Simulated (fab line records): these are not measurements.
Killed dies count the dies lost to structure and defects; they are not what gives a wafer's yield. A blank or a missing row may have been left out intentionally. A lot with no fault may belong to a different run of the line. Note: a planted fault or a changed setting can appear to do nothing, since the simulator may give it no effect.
Which tool did it? | flow gf180mcu | 11 lots with 33 wafers sampled at 3 steps, on a route of 602 steps

WHAT THE GAUGES READ, wafer by wafer
GF_V3_RS_MEAS_24: uses a four-point probe to measure.
lot  | measured     | on            | V3_W_RS (ohm/sq)
L551 | day 23 15:04 | film metro-02 | 0.329 0.332 0.323
L554 | day 24 14:01 | film metro-01 | 0.325 0.328 0.335
L557 | day 25 20:03 | film metro-02 | 0.332 0.325 0.323
L558 | day 25 22:57 | film metro-02 | 0.331 0.331 0.324
L560 | day 26 17:32 | film metro-02 | 0.329 0.330 0.330
L562 | day 27 06:43 | film metro-02 | 0.332 0.332 0.332
L564 | day 27 17:44 | film metro-01 | 0.336 0.333 0.336
L565 | day 28 06:52 | film metro-02 | 0.335 0.330 0.334
L569 | day 29 04:57 | film metro-03 | 0.396 0.331 0.398
L570 | day 29 09:50 | film metro-01 | 0.329 0.398 0.331
L571 | day 29 19:17 | film metro-03 | 0.392 0.328 0.392

EACH LOT AND THE TOOL THAT RAN IT (in order: tool; ch and the chambers of the sampled wafers; start)
lot  | GF_V3_ETCH_17                                 | GF_V3_CVD_23
L551 | rie diel-04 ch 2,3, day 23 14:56 or earlier   | cvd w-02 ch 0,1, day 23 14:56
L554 | rie diel-02 ch 1,2,3, day 24 13:53 or earlier | cvd w-02 ch 0,1, day 24 13:53
L557 | rie diel-04 ch 0,1, day 25 19:56 or earlier   | cvd w-01 ch 0,1, day 25 19:56
L558 | rie diel-04 ch 0,1,3, day 25 22:49 or earlier | cvd w-01 ch 0,1, day 25 22:49
L560 | rie diel-04 ch 0,1,3, day 26 17:26 or earlier | cvd w-02 ch 0,1, day 26 17:26
L562 | rie diel-04 ch 0,1,3, day 27 06:35 or earlier | cvd w-01 ch 0, day 27 06:35
L564 | rie diel-03 ch 0,3, day 27 17:37 or earlier   | cvd w-01 ch 0,1, day 27 17:37
L565 | rie diel-04 ch 0,2, day 28 06:38 or earlier   | cvd w-01 ch 0, day 28 06:38
L569 | rie diel-03 ch 0,1,3, day 29 04:50 or earlier | cvd w-01 ch 0,1, day 29 04:50
L570 | rie diel-02 ch 0,1,2, day 29 09:41 or earlier | cvd w-01 ch 0,1, day 29 09:41
L571 | rie diel-03 ch 1,3, day 29 19:10 or earlier   | cvd w-01 ch 0,1, day 29 19:10
- GF_V3_ETCH_17: etches SiO2 in C4F8/O2/Ar, stops on TiN, target depth 635 nm.
- GF_V3_CVD_23: deposits W, target thk 350 nm, time 104.9 s.

THE ANSWER, worked out from the rows above alone
Rule: what is usual is taken from the lots themselves. The widest of any qualifying gaps counts: lots, ordered by their means at a reading, are off when they make up no more than a third of the lots, leave a main group of 4 or more, and stand apart from it by 3 or more times the standard deviation of that group's means. Not used: any main group whose means are identical at the precision the tables above print for the reading. Also off: a lot with no number at a reading for which 4 or more lots have one. The other lots that the step has rows for count as sound.
Off: L569, L570, L571, at GF_V3_RS_MEAS_24 (V3_W_RS). Main group: mean 0.330 ohm/sq, sd 0.0026.
A tool fits if, at a process step before that reading, it ran every lot that is off, and no sound lot after the first of them. The gauges at GF_V3_RS_MEAS_24 are tried like those tools. GF_V3_ETCH_17: start missing for some lots; hours and lot order therefore follow GF_V3_CVD_23. One fits: GF_V3_CVD_23 on cvd w-01. Its last sound lot is L565 (day 28 06:38), its first lot that is off L569 (day 29 04:50): a fault that began between those two fits.

WHAT THE SIMULATOR HAD PUT IN
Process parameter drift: cvd w-01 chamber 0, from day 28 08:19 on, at GF_V3_CVD_23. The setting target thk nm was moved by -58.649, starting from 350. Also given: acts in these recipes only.
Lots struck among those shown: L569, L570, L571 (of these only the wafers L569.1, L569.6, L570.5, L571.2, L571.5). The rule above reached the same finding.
